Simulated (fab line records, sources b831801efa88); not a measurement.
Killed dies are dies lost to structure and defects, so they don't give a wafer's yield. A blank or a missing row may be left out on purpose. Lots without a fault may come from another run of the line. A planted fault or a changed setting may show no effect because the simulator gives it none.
Chamber matching | flow sky130 | SKY_VIA4_CMP_02 on cmp-02: 4 sister chambers
The step polishes SiO2. 8 wafers are shown with their chamber, then 8 later ones without.

WAFERS WITH THEIR CHAMBER
wafer  | chamber | motor_current_A (A)
L690.2 | 1       | 13.4
L696.1 | 0       | 13.4
L696.3 | 2       | 12.1
L696.6 | 1       | 13.1
L698.1 | 2       | 11.7
L698.4 | 3       | 10.9
L698.6 | 3       | 10.9
L699.2 | 0       | 12.3

WAFERS WITHOUT THEIR CHAMBER
wafer  | motor_current_A (A)
L699.3 | 11.3
L699.4 | 12.5
L706.2 | 11.2
L706.5 | 11.9
L706.6 | 12.7
L707.4 | 11.1
L707.5 | 12.1
L707.6 | 11.3

WHICH CHAMBER EACH WENT THROUGH
wafer  | from the rows above          | in truth
L699.3 | can't be placed: 3 or 2      | 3
L699.4 | can't be placed: 0 or 2 or 1 | 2
L706.2 | can't be placed: 3 or 2      | 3
L706.5 | 2                            | 2
L706.6 | can't be placed: 0 or 1 or 2 | 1
L707.4 | can't be placed: 3 or 2      | 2
L707.5 | can't be placed: 2 or 0      | 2
L707.6 | can't be placed: 3 or 2      | 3
Placed correctly: 1 of 8. Can't be placed from these rows: 7 (the true chamber is among the candidates in 7). Placed wrongly: 0.
How it was worked out, from the rows above alone: a wafer's distance from a chamber is the root of the sum, over the readings, of the square of ((its reading less the chamber's mean) divided by the reading's scatter). The wafer belongs to the nearest chamber; if the next one is less than 2 further off, it can't be placed. A chamber's mean is the mean of its shown wafers. The scatter: the root of (the sum of the squares of (reading less its chamber's mean) over the shown wafers, divided by (wafers less chambers)).
